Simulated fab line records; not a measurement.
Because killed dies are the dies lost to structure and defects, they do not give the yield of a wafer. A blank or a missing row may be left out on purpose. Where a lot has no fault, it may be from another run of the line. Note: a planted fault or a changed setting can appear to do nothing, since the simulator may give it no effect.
A struck lot beside a sound one :: flow sky130 :: 43 steps out of a route of 708
Sound: these wafers, L324.1, L324.2, L324.3. The struck wafers were L328.1, L328.2, L328.3. Last of all comes the cause.
Per side, at each step with rows, come the tool, then ch with its chambers, and then its first start. Under that, the readings that differ: sound wafers :: struck wafers :: difference of the means :: sigmas: that difference in standard deviations of wafers without a fault.
alike: readings whose means differ by less than 2 such deviations, and words and numbers that are the same on both sides. not compared: withheld readings, readings that some wafer has no value for, bounds like >300 that may hide the same value, and numbers for which the record gives no deviation and whose values overlap.
A row with sigmas, a row that says differs or no value, or rows on one side alone: a step with any of these is where the two part. Non-overlapping numbers with no deviation appear without sigmas and do not part them. A reading that every wafer of one side lacks parts them only if that side has two wafers or more.

first, 6 steps without rows for these wafers: SKY_METAL1_COAT_09 (resist thk 60 nm); SKY_METAL1_COAT_10 (resist thk 450 nm); SKY_METAL1_SOFTBAKE_11 (time 90 s); SKY_METAL1_EXPOSE_12 (exposes mask MM1, target cd 140 nm); SKY_METAL1_PEB_13; SKY_METAL1_DEVELOP_14 (develop time 60 s).
SKY_METAL1_CD_MEAS_15: the cd target is 140 nm.
  sound: cd-sem-01 at day 33 10:00; struck: cd-sem-01 at day 34 22:02
  alike: cd-nm
SKY_METAL1_OVL_MEAS_16:
  sound: overlay-02 at day 33 10:07; struck: overlay-01 at day 34 22:09
  alike: METAL1_OVL
SKY_METAL1_DESCUM_17: chemistry O2, time 8 s.
  sound on rie-metal-02 ch 0,1, day 33 10:09; struck on rie-metal-01 ch 0,1, day 34 22:11
  alike: drypump-motor-current-A, oes-product-au
  not compared: rf-hours-counter-h
then, 1 step without rows for these wafers: SKY_METAL1_ETCH_18 (etches BARC in N2/H2, stops on SiO2, time 45.9 s, target depth 60 nm).
SKY_METAL1_METAL_ETCH_19: etches the open film in Cl2/BCl3, stops on SiO2, target depth 360 nm, time 78 s.
  sound on rie-metal-02 ch 0,1, day 33 10:15; struck on rie-metal-01 ch 0,1, day 34 22:17
  alike: drypump-motor-current-A, oes-product-au, throttle-valve-pct
  not compared: rf-hours-counter-h
then, 1 step without rows for these wafers: SKY_METAL1_STRIP_20 (strips in O2/N2).
SKY_METAL1_STRIP_21: strips in post etch residue remover, time 1200 s.
  sound on wet-bench-02 ch 1, day 33 10:26; struck on wet-bench-04 ch 3, day 34 22:28
  alike: bath-guard-temp-C
then, 3 steps without rows for these wafers: SKY_METAL1_CLEAN_22 (cleans in IPA, time 180 s); SKY_METAL1_CLEAN_23 (cleans in O3/DIW); SKY_VIA1_HDPCVD_00 (deposits SiO2, target thk 1030 nm, time 171.7 s).
SKY_VIA1_THK_MEAS_01:
  sound: film-metro-03 at day 33 11:05; struck: film-metro-03 at day 34 23:04
  alike: VIA1_HDPCVD_THK
SKY_VIA1_CMP_02: polishes SiO2.
  sound on cmp-01 ch 0,2,3, day 33 11:08; struck on cmp-01 ch 0,1,2, day 34 23:08
  alike: motor-current-A, slurry-filter-dp-kPa, slurry-flow-ml-min
SKY_VIA1_BOW_MEAS_03:
  sound: film-metro-03 at day 33 11:26; struck: film-metro-03 at day 34 23:26
  alike: VIA1_BOW
then, 8 steps without rows for these wafers: SKY_VIA1_DEHYDRATE_04 (time 60 s); SKY_VIA1_HMDS_05 (prime time 60 s); SKY_VIA1_COAT_06 (resist thk 59.44 nm); SKY_VIA1_COAT_07 (resist thk 450 nm); SKY_VIA1_SOFTBAKE_08 (time 90 s); SKY_VIA1_EXPOSE_09 (exposes mask VIM, target cd 150 nm); SKY_VIA1_PEB_10; SKY_VIA1_DEVELOP_11 (develop time 60 s).
SKY_VIA1_CD_MEAS_12: the cd target is 150 nm.
  sound: cd-sem-01 at day 34 14:24; struck: cd-sem-02 at day 36 02:09
  alike: cd-nm
SKY_VIA1_OVL_MEAS_13:
  sound: overlay-01 at day 34 14:31; struck: overlay-01 at day 36 02:16
  alike: VIA1_OVL
SKY_VIA1_ETCH_14: etches BARC in N2/H2, stops on SiO2, time 45.9 s, target depth 60 nm.
  sound on rie-diel-02 ch 0,2,3, day 34 14:33; struck on rie-diel-03 ch 0,2,3, day 36 02:18
  alike: drypump-motor-current-A, oes-product-au, throttle-valve-pct
  not compared: rf-hours-counter-h
SKY_VIA1_ETCH_15: etches SiO2 in C4F8/O2/Ar, stops on TiN, target depth 351 nm, time 54 s.
  sound on rie-diel-02 ch 0,2,3, day 34 14:36; struck on rie-diel-03 ch 0,2,3, day 36 02:20
  alike: oes-product-au
  not compared: rf-hours-counter-h
then, 6 steps without rows for these wafers: SKY_VIA1_STRIP_16 (strips in O2/N2); SKY_VIA1_STRIP_17 (strips in post etch residue remover, time 1200 s); SKY_VIA1_CLEAN_18 (cleans in IPA, time 180 s); SKY_VIA1_CLEAN_19 (cleans in O3/DIW); SKY_VIA1_SPUTTER_20 (material TiN, target thk 20 nm, time 80 s); SKY_VIA1_CVD_21 (deposits W, target thk 270 nm, time 80.902 s).
SKY_VIA1_RS_MEAS_22: measures by four-point-probe.
  sound: film-metro-01 at day 34 15:25; struck: film-metro-03 at day 36 03:08
  alike: VIA1_W_RS
SKY_VIA1_THK_MEAS_23: measures by xrf.
  sound: film-metro-01 at day 34 15:32; struck: film-metro-03 at day 36 03:16
  alike: VIA1_W_THK
then, 3 steps without rows for these wafers: SKY_VIA1_CMP_24 (polishes, stops on SiO2, t overpolish 15 s, target thk 0 nm); SKY_METAL2_SPUTTER_00 (material Ti, target thk 15 nm, time 10 s); SKY_METAL2_SPUTTER_01 (material TiN, target thk 20 nm, time 16.7 s).
-- the record jumps here: 11 days lie between the struck wafers' starts before and after (it left off in module METAL2 and takes up again in module PAD_OPEN, whose first step shown is number 708 of the route) --
SKY_PAD_OPEN_PROBE_99:
  record: rows for the struck wafers here (prober-02, day 47 13:14), none for the sound ones

WHERE THEY PART
SKY_PAD_OPEN_PROBE_99 only, going by this record.

WHY: what the simulator had put in
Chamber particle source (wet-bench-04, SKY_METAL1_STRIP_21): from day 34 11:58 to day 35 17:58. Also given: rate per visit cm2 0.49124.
